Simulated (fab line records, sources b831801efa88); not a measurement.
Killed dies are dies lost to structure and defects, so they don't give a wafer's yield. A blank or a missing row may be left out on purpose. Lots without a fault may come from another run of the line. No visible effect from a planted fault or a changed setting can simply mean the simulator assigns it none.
2 desks, one fault ; flow sky130 ; only its own numbers are on each desk; what lay behind them is given at the end

METROLOGY DESK
Lot by lot, what the gauges showed, no matter which tool ran the lot: averages of those sampled wafers that carry a number. If a lot's mean is further than 4 standard deviations from the usual mean, the lot is out of limits and carries the mark OUT (the distance appears in the brackets).
Columns: A = SONOS_ONO_CVD_04_THK at SKY_SONOS_ONO_THK_MEAS_05, usual 5.73 nm; B = GATE_OXIDE_OXIDATION_00_THK at SKY_GATE_OXIDE_THK_MEAS_02, usual 10.20 nm; C = POLY_GATE_CVD_00_THK at SKY_POLY_GATE_THK_MEAS_01, usual 180.3 nm
lot;first seen here;A;B;C
L103;day 11 16:05;5.58;10.24;179.1
L104;day 12 05:34;5.68;10.45;180.6
L107;day 13 03:35;5.74;10.19;183.1
L109;day 13 19:09;5.84;10.13;178.8
L111;day 14 02:59;5.76;10.23;178.0
L113;day 14 15:02;5.68;12.44 (+12) OUT;180.5
L114;day 15 02:10;6.05;12.25 (+11) OUT;180.8
L115;day 15 06:06;5.68;10.13;180.0
L123;day 18 03:26;5.72;9.97;180.4
L124;day 18 15:22;5.66;10.00;179.1
L125;day 18 20:13;5.74;10.35;180.7
This desk's finding: out of limits on L113, L114; first on L113, day 15 20:16 (GATE_OXIDE_OXIDATION_00_THK at SKY_GATE_OXIDE_THK_MEAS_02). L103, L104, L107, L109, L111, L115, L123, L124, L125: within limits.

THE TOOL OWNER'S DESK: furnace-01
The tool's own readings at SKY_GATE_OXIDE_OXIDATION_01 (stabilise 600 s, purge 300 s, target thk 10.268 nm): means of the sampled wafers that have a number, for each lot that ran on this tool. If a lot's mean is further than 4 standard deviations from the usual mean, the lot is out of limits and carries the mark OUT (the distance appears in the brackets). Of its 9 readings 7 are shown: the one that was out of limits first, and those that lie furthest out on some lot.
Columns: A = spikeTcBottomC at SKY_GATE_OXIDE_OXIDATION_01, usual 917 C; B = spikeTcCentreC at SKY_GATE_OXIDE_OXIDATION_01, usual 901.0 C; C = spikeTcLowerC at SKY_GATE_OXIDE_OXIDATION_01, usual 900.8 C; D = spikeTcTopC at SKY_GATE_OXIDE_OXIDATION_01, usual 908.4 C; E = spikeTcUpperC at SKY_GATE_OXIDE_OXIDATION_01, usual 901.0 C; F = tubeCenterTempC at SKY_GATE_OXIDE_OXIDATION_01, usual 899.99 C; G = tube_center_temp_C_max at SKY_GATE_OXIDE_OXIDATION_01, usual 902.4
lot;first seen here;A;B;C;D;E;F;G
L103;day 12 17:34;915;900.4;901.0;910.4;900.3;899.98;902.2
L104;day 13 10:25;913;900.7;901.2;911.3;900.3;899.97;902.3
L109;day 14 21:22;915;901.8;900.5;911.2;900.7;899.97;902.0
L111;day 15 05:44;914;900.3;900.3;910.4;899.9;899.95;902.5
L113;day 15 18:52;932 (+4.0) OUT;918.2 (+17) OUT;918.4 (+18) OUT;928.2 (+7.1) OUT;918.8 (+15) OUT;917.59 (+99 or more) OUT;919.8 (+44) OUT
L114;day 16 07:33;931;919.1 (+18) OUT;918.4 (+18) OUT;926.8 (+6.6) OUT;918.9 (+15) OUT;917.53 (+99 or more) OUT;919.9 (+44) OUT
L123;day 19 11:11;915;901.2;900.9;911.1;901.1;899.97;902.4
L124;day 19 23:19;915;900.9;901.7;911.0;900.7;900.03;902.9
L125;day 20 03:00;915;900.1;900.1;910.7;902.1;899.99;902.7
This desk's finding: out of limits on L113, L114; first on L113, day 15 18:52 (spikeTcBottomC at SKY_GATE_OXIDE_OXIDATION_01). L103, L104, L109, L111, L123, L124, L125: within limits.

ALL TOGETHER
An alarm could have come from the tool owner's desk at day 15 18:52, on L113, L114.
An alarm was possible from the metrology desk at day 15 20:16, on L113, L114.
Every lot named ran SKY_GATE_OXIDE_OXIDATION_01 on furnace-01.

WHAT WAS PUT IN BY THE SIMULATOR
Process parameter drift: furnace-01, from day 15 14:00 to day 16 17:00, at SKY_GATE_OXIDE_OXIDATION_01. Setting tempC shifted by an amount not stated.
Struck lots among those shown: L113, L114.
Fault start to first reading out of limits, in hours, per desk: tool owner, 5; metrology, 6.
